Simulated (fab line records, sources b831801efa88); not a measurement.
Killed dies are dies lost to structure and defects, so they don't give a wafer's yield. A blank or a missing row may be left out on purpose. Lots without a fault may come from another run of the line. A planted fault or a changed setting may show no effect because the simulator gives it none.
Tool commonality check | flow sky130 | 13 lots, 38 wafers sampled

WHY IT WAS OPENED
At SKY_VIA1_THK_MEAS_01 the reading VIA1_HDPCVD_THK is flagged on 1 of 13 lots. Wafers without a fault read 1020 nm, standard deviation 13.
Rule: a lot is flagged when every wafer of it that has a number lies more than 4 standard deviations from that mean, or none has a number. The other lots count as sound.

lot  | measured     | on            | VIA1_HDPCVD_THK (nm), wafer by wafer | flag
L370 | day 32 20:52 | film_metro-02 | 1011 1040 1016                       |
L372 | day 33 08:14 | film_metro-02 | 1027 1024 1034                       |
L374 | day 34 02:23 | film_metro-02 | 1014 1037 1010                       |
L375 | day 34 12:53 | film_metro-02 | 1007 1025 1014                       |
L376 | day 34 18:20 | film_metro-03 | 1025 1019 1005                       |
L377 | day 35 05:13 | film_metro-02 | 1010 1000 1026                       |
L379 | day 35 15:17 | film_metro-02 | 736 752                              | FLAGGED
L380 | day 35 22:32 | film_metro-03 | 1012 1016 1019                       |
L388 | day 38 11:05 | film_metro-01 | 1019 1036 1015                       |
L390 | day 38 22:22 | film_metro-03 | 1012 1025 1027                       |
L391 | day 39 12:10 | film_metro-03 | 1059 1062 1021                       |
L392 | day 39 13:35 | film_metro-02 | 1017 1014 1015                       |
L393 | day 41 00:35 | film_metro-02 | 1025 1014 1023                       |
The numbers of the flagged lots are 744 nm on average: -276 nm against the usual, or -21 standard deviations.

WHICH TOOL RAN EACH LOT
The record holds 1 process step before the reading, out of a route of 708 steps. In each cell: the tool, then ch and the chambers that the sampled wafers went through, then the start.
lot  | flag    | SKY_VIA1_HDPCVD_00
L370 |         | hdpcvd-02 ch 0,2, day 32 20:44
L372 |         | hdpcvd-01 ch 0,1,2, day 33 08:07
L374 |         | hdpcvd-02 ch 0,2, day 34 02:13
L375 |         | hdpcvd-01 ch 0,2, day 34 12:46
L376 |         | hdpcvd-01 ch 0,1,2, day 34 18:13
L377 |         | hdpcvd-01 ch 0,1,2, day 35 05:06
L379 | FLAGGED | hdpcvd-01 ch 0,1, day 35 15:10
L380 |         | hdpcvd-02 ch 0,2, day 35 22:25
L388 |         | hdpcvd-02 ch 0,1,2, day 38 10:58
L390 |         | hdpcvd-01 ch 0,1,2, day 38 22:15
L391 |         | hdpcvd-02 ch 0,1, day 39 12:03
L392 |         | hdpcvd-01 ch 1,2, day 39 13:28
L393 |         | hdpcvd-01 ch 0,1,2, day 41 00:29
What these steps do:
- SKY_VIA1_HDPCVD_00: deposits SiO2, target thk 1030 nm, time 171.7 s.
- SKY_VIA1_THK_MEAS_01

FLAGGED OVER TOTAL, TOOL BY TOOL (the gauges that took the reading come last)
step                 | tool          | lots run | flagged | share of the flagged lots | sound lots run after its first flagged lot
SKY_VIA1_HDPCVD_00   | hdpcvd-01     | 8        | 1       | all                       | 3 (L390,L392,L393)
SKY_VIA1_HDPCVD_00   | hdpcvd-02     | 5        | 0       | none                      | -
SKY_VIA1_THK_MEAS_01 | film_metro-01 | 1        | 0       | none                      | -
SKY_VIA1_THK_MEAS_01 | film_metro-02 | 8        | 1       | all                       | 2 (L392,L393)
SKY_VIA1_THK_MEAS_01 | film_metro-03 | 4        | 0       | none                      | -

WHAT THE TABLE ALLOWS
2 rows of the table ran every flagged lot: hdpcvd-01 at SKY_VIA1_HDPCVD_00, film_metro-02 at SKY_VIA1_THK_MEAS_01.
- hdpcvd-01 at SKY_VIA1_HDPCVD_00: 1 of its 8 lots flagged. Sound lots ran on it after the first flagged one (L390, L392, L393), which a lasting fault on the whole tool wouldn't allow. Its own readings lie more than 4 standard deviations out on every wafer of the flagged lots: run_length_s.
- film_metro-02 at SKY_VIA1_THK_MEAS_01: 1 of its 8 lots flagged. Sound lots ran on it after the first flagged one (L392, L393), which a lasting fault on the whole tool wouldn't allow.
No row of the table ran every flagged lot and no sound lot after the first.

WHAT THE SIMULATOR HAD PUT IN
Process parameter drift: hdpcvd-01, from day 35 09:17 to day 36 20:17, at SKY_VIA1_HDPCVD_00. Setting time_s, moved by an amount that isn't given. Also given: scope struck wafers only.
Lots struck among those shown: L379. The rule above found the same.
